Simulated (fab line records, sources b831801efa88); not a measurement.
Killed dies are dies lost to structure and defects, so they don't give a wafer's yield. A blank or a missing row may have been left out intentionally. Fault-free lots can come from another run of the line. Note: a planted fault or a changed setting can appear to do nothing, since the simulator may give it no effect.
Comparing a struck lot with a sound one / flow gf180mcu / 43 out of 602 route steps
Sound: these wafers, L299.1, L299.4, L299.6. Struck: wafer L311.2. (L311.1, L311.6 of the same lot were not struck and are left out.) The cause comes at the end.
At each step with rows: each side's tool, then ch and its chambers, then its first start. Under that, the readings that differ: sound wafers / struck wafers / difference of the means / sigmas: that difference in standard deviations of wafers without a fault.
alike: readings with means less than 2 such deviations apart, plus words and numbers identical on both sides. not compared: withheld readings, readings lacking a value on some wafer, bounds such as >300 that could conceal the same value, and numbers that have no deviation in the record and whose values overlap.
The two part at a step that has a row with sigmas, a row that says differs or no value, or rows on one side only. Numbers that have no deviation but don't overlap get no sigmas and don't part them. Lack of a reading on every wafer of one side parts them only where that side has two or more wafers.

GF_V5_ETCH_16: etches BARC in N2/H2.
  sound on rie diel-03 ch 2,3, day 27 01:32; struck on rie diel-01 ch 0, day 30 20:00
  alike: bias w, drypump motor current A, oes product au, rf fwd power W, throttle valve pct
then, 5 steps without rows for these wafers: GF_V5_ETCH_17 (etches SiO2 in C4F8/O2/Ar, stops on TiN, target depth 855 nm); GF_V5_STRIP_18 (strips in O2/N2); GF_V5_STRIP_19 (strips in post etch residue remover, time 1200 s); GF_V5_CLEAN_20 (cleans in DIW); GF_V5_SPUTTER_21 (material Ti, target thk 15 nm, time 80.02 s).
GF_V5_SPUTTER_22: material TiN, target thk 10 nm, time 40 s.
  sound on pvd sputter-04 at day 27 02:17; struck on pvd sputter-01 at day 30 20:45
  alike: throttle valve pct
GF_V5_CVD_23: deposits W, target thk 350 nm, time 104.9 s.
  sound on cvd w-01 ch 0,1, day 27 02:19; struck on cvd w-01 ch 1, day 30 20:47
  alike: heater power outer w, heater power w
GF_V5_RS_MEAS_24: the measuring method here is four-point-probe.
  sound on film metro-04 at day 27 02:26; struck on film metro-03 at day 30 20:54
  alike: V5_W_RS
GF_V5_THK_MEAS_25: measures by xrf.
  sound on film metro-04 at day 27 02:33; struck on film metro-03 at day 30 21:01
  alike: V5_W_THK
GF_V5_CMP_26: polishes, stops on SiO2, t overpolish 13.53 s, target thk 0 nm.
  sound on cmp-02 ch 1,2, day 27 02:40; struck on cmp-02 ch 3, day 30 21:11
reading=motor current A (A); sound=12.7 11.7 12.6; struck=9.5; difference=-2.8; sigmas=-3
  alike: head pressure psi, overpolish run s, time to endpoint s
then, 1 step without rows for these wafers: GF_TOP_METAL_SPUTTER_00 (material Ti, target thk 37.5 nm, time 150 s).
GF_TOP_METAL_SPUTTER_01: material TiN, target thk 30 nm, time 25 s.
  sound on pvd sputter-03 at day 27 03:01; struck on pvd sputter-03 at day 30 21:29
  alike: throttle valve pct
GF_TOP_METAL_SPUTTER_02: material AlCu, target thk 900 nm, time 47.82 s.
  sound on pvd sputter-03 at day 27 03:02; struck on pvd sputter-03 at day 30 21:31
  alike: substrate temp c, throttle valve pct
then, 2 steps without rows for these wafers: GF_TOP_METAL_SPUTTER_03 (material Ti, target thk 5 nm, time 3.3 s); GF_TOP_METAL_SPUTTER_04 (material TiN, target thk 25 nm, time 20.8 s).
GF_TOP_METAL_RS_MEAS_05: the measuring method here is four-point-probe.
  sound on film metro-02 at day 27 03:08; struck on film metro-02 at day 30 21:36
  alike: TOP_METAL_ALCU_RS
GF_TOP_METAL_THK_MEAS_06: measures by xrf.
  sound on film metro-02 at day 27 03:15; struck on film metro-02 at day 30 21:43
  alike: TOP_METAL_ALCU_THK
then, 7 steps without rows for these wafers: GF_TOP_METAL_DEHYDRATE_07 (time 60 s); GF_TOP_METAL_HMDS_08 (prime time 60 s); GF_TOP_METAL_COAT_09 (resist thk 1491 nm); GF_TOP_METAL_SOFTBAKE_10 (time 60 s); GF_TOP_METAL_EXPOSE_11 (exposes mask MetalTop, target cd 440 nm); GF_TOP_METAL_PEB_12; GF_TOP_METAL_DEVELOP_13 (develop time 60 s).
GF_TOP_METAL_CD_MEAS_14: target cd 440 nm.
  sound on cd sem-02 at day 27 22:14; struck on cd sem-01 at day 31 14:02
reading=cd nm (nm); sound=444.5 442.9 445.0; struck=438.2; difference=-5.9; sigmas=-2
GF_TOP_METAL_OVL_MEAS_15:
  sound on overlay-01 at day 27 22:22; struck on overlay-02 at day 31 14:09
  alike: TOP_METAL_OVL
then, 5 steps without rows for these wafers: GF_TOP_METAL_METAL_ETCH_16 (etches the open film in Cl2/BCl3, stops on SiO2, target depth 1197 nm, time 199.5 s); GF_TOP_METAL_STRIP_17 (strips in O2/N2); GF_TOP_METAL_STRIP_18 (strips in post etch residue remover, time 1200 s); GF_TOP_METAL_CLEAN_19 (cleans in DIW); GF_PASSIVATION_CVD_00 (deposits SiO2 from TEOS, target thk 1000 nm, time 111.95 s).
GF_PASSIVATION_THK_MEAS_01:
  sound on film metro-03 at day 27 23:12; struck on film metro-01 at day 31 15:00
  alike: PASSIVATION_CVD_00_THK
then, 1 step without rows for these wafers: GF_PASSIVATION_CVD_02 (deposits Si3N4, target thk 700 nm, time 486.18 s).
GF_PASSIVATION_THK_MEAS_03:
  sound on film metro-01 at day 27 23:33; struck on film metro-01 at day 31 15:21
reading=PASSIVATION_CVD_02_THK (nm); sound=716 726 717; struck=689; difference=-31; sigmas=-2
then, 7 steps without rows for these wafers: GF_PASSIVATION_DEHYDRATE_04 (time 60 s); GF_PASSIVATION_HMDS_05 (prime time 60 s); GF_PASSIVATION_COAT_06 (resist thk 4000 nm); GF_PASSIVATION_SOFTBAKE_07; GF_PASSIVATION_EXPOSE_08 (exposes mask Pad, target cd 40000 nm); GF_PASSIVATION_PEB_09; GF_PASSIVATION_DEVELOP_10 (develop time 60 s).
GF_PASSIVATION_PROBE_99:
  record: rows for the struck wafers here (prober-01, day 32 09:43), none for the sound ones

== WHERE THEY PART ==
First at GF_V5_CMP_26; last, within this record, at GF_PASSIVATION_PROBE_99.

WHY: what had been put in by the simulator
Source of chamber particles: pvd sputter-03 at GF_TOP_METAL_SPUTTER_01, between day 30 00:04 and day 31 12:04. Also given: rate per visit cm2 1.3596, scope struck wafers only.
